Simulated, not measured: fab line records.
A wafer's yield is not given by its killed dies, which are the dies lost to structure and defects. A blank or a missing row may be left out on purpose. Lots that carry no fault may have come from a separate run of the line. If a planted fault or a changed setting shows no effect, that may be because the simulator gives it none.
A lot that was struck, set against a sound lot | flow sky130 | 23 steps out of a route of 708
Sound: the wafers L925.1, L925.2, L925.4. Wafers struck: L937.1, L937.2, L937.6. The cause is given at the end.
At each step with rows: each side's tool, then ch and its chambers, then its first start. Under that, the readings that differ: sound wafers | struck wafers | difference of the means | sigmas: that difference in standard deviations of wafers without a fault.
alike: a reading whose means differ by less than 2 such deviations, as well as words and numbers matching on both sides. not compared: withheld readings; readings where some wafer has no value; bounds like >300 that might hide an equal value; numbers whose values overlap and for which the record gives no deviation.
The two part at a step that has a row with sigmas, a row that says differs or no value, or rows on one side only. When numbers do not overlap yet have no deviation, they are printed without sigmas and do not part them. A reading that every wafer of one side lacks parts them only if that side has two wafers or more.

first, 6 steps without rows for these wafers: SKY_VT_ADJUST_LVTN_HMDS_12 (prime time 60 s); SKY_VT_ADJUST_LVTN_COAT_13 (resist thk 1140 nm); SKY_VT_ADJUST_LVTN_SOFTBAKE_14 (time 60 s); SKY_VT_ADJUST_LVTN_EXPOSE_15 (exposes mask HVN STD DERIVED, target cd 600 nm); SKY_VT_ADJUST_LVTN_PEB_16; SKY_VT_ADJUST_LVTN_DEVELOP_17 (develop time 60 s).
SKY_VT_ADJUST_LVTN_OVL_MEAS_18:
  sound on overlay-02 at day 8 14:38; struck on overlay-01 at day 11 13:44
  alike: VT_ADJUST_LVTN_01_OVL
next, for these wafers, 1 step has no rows: SKY_VT_ADJUST_LVTN_IMPLANT_19.
SKY_VT_ADJUST_LVTN_STRIP_20: strips in O2/N2.
  sound on plasmaAsher-03 ch 0,1, day 8 14:49; struck on plasmaAsher-02 ch 0,1, day 11 13:55
  alike: chamberPressureMTorr, drypumpMotorCurrentA, oesProductAu, stripTimeToEndpointS
  not compared: rfHoursCounterH
SKY_VT_ADJUST_LVTN_TW_MEAS_21:
  sound on filmMetro-01 at day 8 14:55; struck on filmMetro-04 at day 11 14:01
  alike: VT_ADJUST_LVTN_2_TW
then, 2 steps without rows for these wafers: SKY_VT_ADJUST_NCORE_DEHYDRATE_00 (time 60 s); SKY_VT_ADJUST_NCORE_HMDS_01 (prime time 60 s).
SKY_VT_ADJUST_NCORE_COAT_02: resist thk 1140 nm.
  sound on lithoTrack-01 ch 0, day 8 23:55; struck on lithoTrack-01 ch 0, day 12 01:19
reading                                             | sound          | struck         | difference | sigmas
model.NOVOLAK_of_VT_ADJUST_NCORE_COAT_02.thkNm (nm) | 1143 1144 1143 | 1223 1221 1219 | +78        | 
then, 3 steps without rows for these wafers: SKY_VT_ADJUST_NCORE_SOFTBAKE_03 (time 60 s); SKY_VT_ADJUST_NCORE_EXPOSE_04 (exposes mask LVTN COMPLEMENT THIN, target cd 380 nm); SKY_VT_ADJUST_NCORE_PEB_05.
SKY_VT_ADJUST_NCORE_DEVELOP_06: develop time 60 s.
  sound on lithoTrack-04 ch 0, day 9 10:47; struck on lithoTrack-03 ch 0, day 12 13:29
reading                                             | sound          | struck         | difference | sigmas
model.NOVOLAK_of_VT_ADJUST_NCORE_COAT_02.thkNm (nm) | 1142 1144 1142 | 1222 1220 1219 | +78        | 
SKY_VT_ADJUST_NCORE_CD_MEAS_07 targets a cd of 380 nm.
  sound on cdSem-01 at day 9 10:56; struck on cdSem-02 at day 12 13:38
  alike: cdNm
SKY_VT_ADJUST_NCORE_OVL_MEAS_08:
  sound on overlay-01 at day 9 11:03; struck on overlay-01 at day 12 13:45
  alike: VT_ADJUST_NCORE_OVL
next, for these wafers, 1 step has no rows: SKY_VT_ADJUST_NCORE_IMPLANT_09.
SKY_VT_ADJUST_NCORE_STRIP_10: strips in O2/N2.
  sound on plasmaAsher-04 ch 0,1, day 9 11:14; struck on plasmaAsher-02 ch 0,1, day 12 13:56
reading                  | sound             | struck            | difference | sigmas
stripTimeToEndpointS (s) | 14.20 14.22 14.21 | 15.09 15.08 15.07 | +0.87      | +22
  alike: chamberPressureMTorr, drypumpMotorCurrentA, oesProductAu
  not compared: rfHoursCounterH
SKY_VT_ADJUST_NCORE_TW_MEAS_11:
  sound on filmMetro-04 at day 9 11:20; struck on filmMetro-01 at day 12 14:02
  alike: VT_ADJUST_NCORE_TW
-- record jumps: 37 days separate the struck wafers' starts on either side; left off in module VT_ADJUST_NCORE, taken up again in module PAD_OPEN, whose first shown step is the route's number 708 --
SKY_PAD_OPEN_PROBE_99:
  only the struck wafers here have rows in the record (prober-01, day 49 06:18); the sound ones have none

WHERE THEY PART
First at SKY_VT_ADJUST_NCORE_STRIP_10; last, within this record, at SKY_PAD_OPEN_PROBE_99.

WHY: the cause the simulator had injected
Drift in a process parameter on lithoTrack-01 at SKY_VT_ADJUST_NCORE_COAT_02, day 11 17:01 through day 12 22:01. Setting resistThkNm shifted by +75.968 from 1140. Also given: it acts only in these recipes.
